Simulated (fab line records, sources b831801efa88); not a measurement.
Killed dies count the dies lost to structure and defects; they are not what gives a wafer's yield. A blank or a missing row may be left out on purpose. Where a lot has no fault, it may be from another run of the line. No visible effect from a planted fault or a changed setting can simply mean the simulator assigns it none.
A struck lot beside a sound one || flow sky130 || 30 out of 708 route steps
Sound: the wafers L209.2, L209.5, L209.6. Struck: wafers L224.2, L224.4, L224.6. The cause comes at the end.
At each step with rows: each side's tool, then ch and its chambers, then its first start. Under that, the readings that differ: sound wafers || struck wafers || difference of the means || sigmas: that difference in standard deviations of wafers without a fault.
alike: readings with means less than 2 such deviations apart, plus words and numbers identical on both sides. not compared: withheld readings, readings lacking a value on some wafer, bounds such as >300 that could conceal the same value, and numbers that have no deviation in the record and whose values overlap.
Wherever a step has rows on one side only, a row that says differs or no value, or a row with sigmas, the two part there. Numbers that have no deviation but don't overlap get no sigmas and don't part them. A reading missing from all wafers of one side parts the sides only when that side holds two or more wafers.

first, 5 steps without rows for these wafers: SKY_SONOS_ONO_COAT_08 (resist thk 1140 nm); SKY_SONOS_ONO_SOFTBAKE_09 (time 60 s); SKY_SONOS_ONO_EXPOSE_10 (exposes mask ONOM, target cd 410 nm); SKY_SONOS_ONO_PEB_11; SKY_SONOS_ONO_DEVELOP_12 (develop time 60 s).
SKY_SONOS_ONO_CD_MEAS_13 targets a cd of 410 nm.
  sound on cdSem-02, day 14 16:32; struck on cdSem-02, day 21 04:06
  alike: cdNm
SKY_SONOS_ONO_OVL_MEAS_14:
  sound on overlay-01, day 14 16:38; struck on overlay-01, day 21 04:12
{"reading": "SONOS_ONO_OVL (nm)", "sound": "2.5 2.6 2.4", "struck": "-1.5 -0.2 -0.5", "difference": -3.2, "sigmas": -2}
SKY_SONOS_ONO_ETCH_15: etches the open film in CHF3/O2, target depth 19.52 nm, time 7.8 s.
  sound on rieDiel-04 ch 1,2, day 14 16:40; struck on rieDiel-03 ch 1,2, day 21 04:14
  alike: chf3FlowSccm, drypumpMotorCurrentA, oesProductAu, throttleValvePct
  not compared: rfHoursCounterH
then, 1 step without rows for these wafers: SKY_SONOS_ONO_WET_ETCH_16 (etches SiO2 in dHF, target depth 14 nm, time 280 s).
SKY_SONOS_ONO_STRIP_17: strips in O2/N2.
  sound on plasmaAsher-01 ch 0,1, day 14 16:53; struck on plasmaAsher-01 ch 0,1, day 21 04:20
  alike: drypumpMotorCurrentA, n2FlowSccm, oesProductAu, stripTimeToEndpointS
  not compared: rfHoursCounterH
then, 2 steps without rows for these wafers: SKY_SONOS_ONO_WET_ETCH_18 (etches Si3N4 in H3PO4, target depth 15 nm, time 172 s); SKY_GATE_OXIDE_CLEAN_00 (cleans in SC1/SC2, time 150 s).
SKY_GATE_OXIDE_OXIDATION_01: stabilise 600 s, purge 300 s, target thk 10.268 nm.
  sound on furnace-01 ch 0, day 14 17:47; struck on furnace-01 ch 0, day 21 08:11
  alike: oxTempC
SKY_GATE_OXIDE_THK_MEAS_02:
  sound on filmMetro-04, day 14 19:13; struck on filmMetro-01, day 21 09:37
{"reading": "GATE_OXIDE_OXIDATION_00_THK (nm)", "sound": "10.35 10.22 10.19", "struck": "16.89 16.99 16.97", "difference": "+6.70", "sigmas": "+39"}
then, 7 steps without rows for these wafers: SKY_GATE_OXIDE_DEHYDRATE_03 (time 60 s); SKY_GATE_OXIDE_HMDS_04 (prime time 60 s); SKY_GATE_OXIDE_COAT_05 (resist thk 1140 nm); SKY_GATE_OXIDE_SOFTBAKE_06 (time 60 s); SKY_GATE_OXIDE_EXPOSE_07 (exposes mask LVOM, target cd 600 nm); SKY_GATE_OXIDE_PEB_08; SKY_GATE_OXIDE_DEVELOP_09 (develop time 60 s).
SKY_GATE_OXIDE_OVL_MEAS_10:
  sound on overlay-01, day 15 21:55; struck on overlay-02, day 22 14:34
  alike: GATE_OXIDE_OVL
then, 2 steps without rows for these wafers: SKY_GATE_OXIDE_IMPLANT_11; SKY_GATE_OXIDE_WET_ETCH_12 (etches SiO2 in dHF, target depth 16.8 nm, time 336 s).
SKY_GATE_OXIDE_STRIP_13: strips in O2/N2.
  sound on plasmaAsher-02 ch 0,1, day 15 22:18; struck on plasmaAsher-03 ch 0,1, day 22 14:51
  alike: drypumpMotorCurrentA, n2FlowSccm, oesProductAu, stripTimeToEndpointS
  not compared: rfHoursCounterH
SKY_GATE_OXIDE_TW_MEAS_14:
  sound on filmMetro-03, day 15 22:25; struck on filmMetro-03, day 22 14:58
  alike: GATE_OXIDE_TW
SKY_GATE_OXIDE_CLEAN_15: cleans in SC1/SC2, time 150 s.
  sound on wetBench-01 ch 1, day 15 22:28; struck on wetBench-01 ch 1, day 22 15:01
{"reading": "model.SiO2_of_GATE_OXIDE_OXIDATION_01.thkNm (nm)", "sound": "9.952 9.859 9.832", "struck": "16.55 16.64 16.63", "difference": "+6.73", "sigmas": ""}
SKY_GATE_OXIDE_OXIDATION_16: stabilise 600 s, purge 300 s, target thk 3.57 nm.
  sound on furnace-02 ch 0, day 15 23:17; struck on furnace-02 ch 0, day 22 15:04
{"reading": "model.SiO2_of_GATE_OXIDE_OXIDATION_01.thkNm (nm)", "sound": "11.66 11.59 11.57", "struck": "17.82 17.87 17.88", "difference": "+6.25", "sigmas": ""}
  alike: oxTempC
then, 1 step without rows for these wafers: SKY_POLY_GATE_CVD_00 (deposits poly-Si, target thk 180 nm, time 720 s).
-- record jumps: 29 days separate the struck wafers' starts on either side; left off in module POLY_GATE, taken up again in module PAD_OPEN, whose first shown step is the route's number 708 --
SKY_PAD_OPEN_PROBE_99:
  sound on prober-02, day 47 04:55; struck on prober-01, day 51 07:44
{"reading": "model.etest.nfet_16v.rOnOhmUm", "sound": "1.42e+04 1.412e+04 1.412e+04", "struck": "1.764e+04 1.777e+04 1.772e+04", "difference": "+3.563e+03", "sigmas": ""}
{"reading": "model.etest.tipSonos.rsOhmSq", "sound": "2693 2677 2635", "struck": "5460 5523 5534", "difference": "+2837", "sigmas": ""}
{"reading": "model.etest.pfet_16v.rOnOhmUm", "sound": "1.513e+04 1.49e+04 1.521e+04", "struck": "1.672e+04 1.708e+04 1.691e+04", "difference": "+1.823e+03", "sigmas": ""}
{"reading": "model.etest.pfetG5v0d10v5.rOnOhmUm", "sound": "4632 4680 4686", "struck": "6139 6218 6167", "difference": "+1509", "sigmas": ""}
{"reading": "model.etest.nfetG5v0d10v5.rOnOhmUm", "sound": "1864 1887 1879", "struck": "2459 2472 2437", "difference": "+579", "sigmas": ""}
{"reading": "model.etest.tipP.rsOhmSq", "sound": "6899 6911 6868", "struck": "7349 7316 7296", "difference": "+428", "sigmas": ""}
{"reading": "model.etest.pfet_01v8.rOnOhmUm", "sound": "2825 2842 2859", "struck": "3156 3145 3116", "difference": "+297", "sigmas": ""}
{"reading": "model.etest.nfetG5v0d10v5.driveUaUm", "sound": "609.5 606.4 605.7", "struck": "387.1 390.5 389.9", "difference": -218.0, "sigmas": ""}
  alike: killed_at_M0_to_M3, killed_at_M4_up, killedAtContacts, killedAtFrontEnd, killedAtOther, killedDies, killedOpen, killedShort

## WHERE THEY PART
Earliest at SKY_SONOS_ONO_OVL_MEAS_14; latest, in this record, at SKY_GATE_OXIDE_THK_MEAS_02. Later steps at which nothing parts them and some readings are alike: SKY_GATE_OXIDE_OVL_MEAS_10, SKY_GATE_OXIDE_STRIP_13, SKY_GATE_OXIDE_TW_MEAS_14, SKY_GATE_OXIDE_OXIDATION_16, SKY_PAD_OPEN_PROBE_99.

WHY: what the simulator had put in
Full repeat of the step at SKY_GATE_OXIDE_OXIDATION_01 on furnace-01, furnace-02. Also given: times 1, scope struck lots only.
